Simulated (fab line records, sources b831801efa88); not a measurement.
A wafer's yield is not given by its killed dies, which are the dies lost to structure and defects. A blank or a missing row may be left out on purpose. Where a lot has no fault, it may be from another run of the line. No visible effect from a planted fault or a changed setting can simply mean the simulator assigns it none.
Which tool did it? + flow gf180mcu + 13 lots with 39 wafers sampled at 2 steps, on a route of 602 steps

## WHAT EACH GAUGE READ, for each wafer
GF_V3_THK_MEAS_25: measures by xrf.
| lot  | measured     | on            | V3_W_THK (nm) |
|------|--------------|---------------|---------------|
| L530 | day 22 14:52 | film metro-01 | 362 361 365   |
| L531 | day 22 21:04 | film metro-01 | 358 357 360   |
| L532 | day 23 03:59 | film metro-03 | 349 355 344   |
| L533 | day 23 14:23 | film metro-02 | 367 366 362   |
| L538 | day 25 10:14 | film metro-01 | 361 362 366   |
| L539 | day 25 14:30 | film metro-03 | 359 363 361   |
| L542 | day 26 15:23 | film metro-02 | 361 364 361   |
| L544 | day 27 05:38 | film metro-02 | 366 364 364   |
| L548 | day 28 09:56 | film metro-02 | 356 364 362   |
| L550 | day 29 01:12 | film metro-01 | 359 354 354   |
| L551 | day 29 06:37 | film metro-03 | 364 358 358   |
| L552 | day 29 14:42 | film metro-02 | 372 363 367   |
| L553 | day 29 16:59 | film metro-02 | 360 368 369   |

## WHICH TOOL RAN EACH LOT (tool, then ch and the chambers of the sampled wafers, then the start)
| lot  | GF_DUAL_GATE_STRIP_13                |
|------|--------------------------------------|
| L530 | plasma asher-01 ch 0,1, day 8 09:41  |
| L531 | plasma asher-04 ch 0,1, day 8 14:53  |
| L532 | plasma asher-01 ch 0,1, day 8 21:47  |
| L533 | plasma asher-04 ch 0,1, day 9 05:28  |
| L538 | plasma asher-01 ch 0,1, day 10 16:01 |
| L539 | plasma asher-01 ch 0,1, day 10 21:10 |
| L542 | plasma asher-01 ch 0,1, day 11 19:08 |
| L544 | plasma asher-02 ch 0,1, day 12 08:23 |
| L548 | plasma asher-02 ch 0,1, day 13 11:34 |
| L550 | plasma asher-02 ch 0,1, day 14 01:25 |
| L551 | plasma asher-01 ch 0,1, day 14 08:13 |
| L552 | plasma asher-01 ch 1, day 14 15:53   |
| L553 | plasma asher-01 ch 0,1, day 14 22:43 |
- GF_DUAL_GATE_STRIP_13: strips in O2/N2.

## AS READ BY THE TOOLS THEMSELVES (means over the sampled wafers that have a number; for cases with no such wafer, the mark the record gives instead)
GF_DUAL_GATE_STRIP_13.
| lot  | tool            | drypump motor current A (A) | heater power w (W) | n2 flow sccm (sccm) | oes product au (a.u.) | strip time to endpoint s (s) |
|------|-----------------|-----------------------------|--------------------|---------------------|-----------------------|------------------------------|
| L530 | plasma asher-01 | 5.7                         | 355                | 300.0               | 0.719                 | 12.63                        |
| L531 | plasma asher-04 | 6.3                         | 352                | 299.0               | 0.713                 | 12.69                        |
| L532 | plasma asher-01 | 5.8                         | 354                | 300.6               | 0.722                 | 12.58                        |
| L533 | plasma asher-04 | 6.4                         | 391                | 299.9               | 0.715                 | 12.63                        |
| L538 | plasma asher-01 | 5.7                         | 355                | 300.6               | 0.713                 | 12.66                        |
| L539 | plasma asher-01 | 5.7                         | 355                | 300.4               | 0.721                 | 12.64                        |
| L542 | plasma asher-01 | 5.8                         | 357                | 299.2               | 0.719                 | 12.64                        |
| L544 | plasma asher-02 | 6.1                         | 323                | 300.9               | 0.716                 | 12.63                        |
| L548 | plasma asher-02 | 6.1                         | 323                | 300.2               | 0.720                 | 12.66                        |
| L550 | plasma asher-02 | 6.1                         | 316                | 299.4               | 0.718                 | 12.62                        |
| L551 | plasma asher-01 | 5.7                         | 350                | 299.4               | 0.717                 | 12.60                        |
| L552 | plasma asher-01 | 5.9                         | 347                | 299.5               | 0.717                 | 12.62                        |
| L553 | plasma asher-01 | 5.7                         | 357                | 300.4               | 0.717                 | 12.65                        |

## THE ANSWER, worked out from the rows above alone
Rule: what is usual is taken from the lots themselves. The widest of any qualifying gaps counts: lots, ordered by their means at a reading, are off when they make up no more than a third of the lots, leave a main group of 4 or more, and stand apart from it by 3 or more times the standard deviation of that group's means. Not used: any main group whose means are identical at the precision the tables above print for the reading. A lot without any number at a reading at which 4 lots or more have one is off too. The other lots that the step has rows for count as sound. The gauges are gone through in route order, then the tools' own readings, and for those a lot's mean is taken as printed above. At the first step where some lot is off, the reading lying furthest off is the one used; lots without a number count as furthest.
No lot is off on any of the readings shown, so nothing can be concluded from this.

## WHAT THE SIMULATOR PUT IN
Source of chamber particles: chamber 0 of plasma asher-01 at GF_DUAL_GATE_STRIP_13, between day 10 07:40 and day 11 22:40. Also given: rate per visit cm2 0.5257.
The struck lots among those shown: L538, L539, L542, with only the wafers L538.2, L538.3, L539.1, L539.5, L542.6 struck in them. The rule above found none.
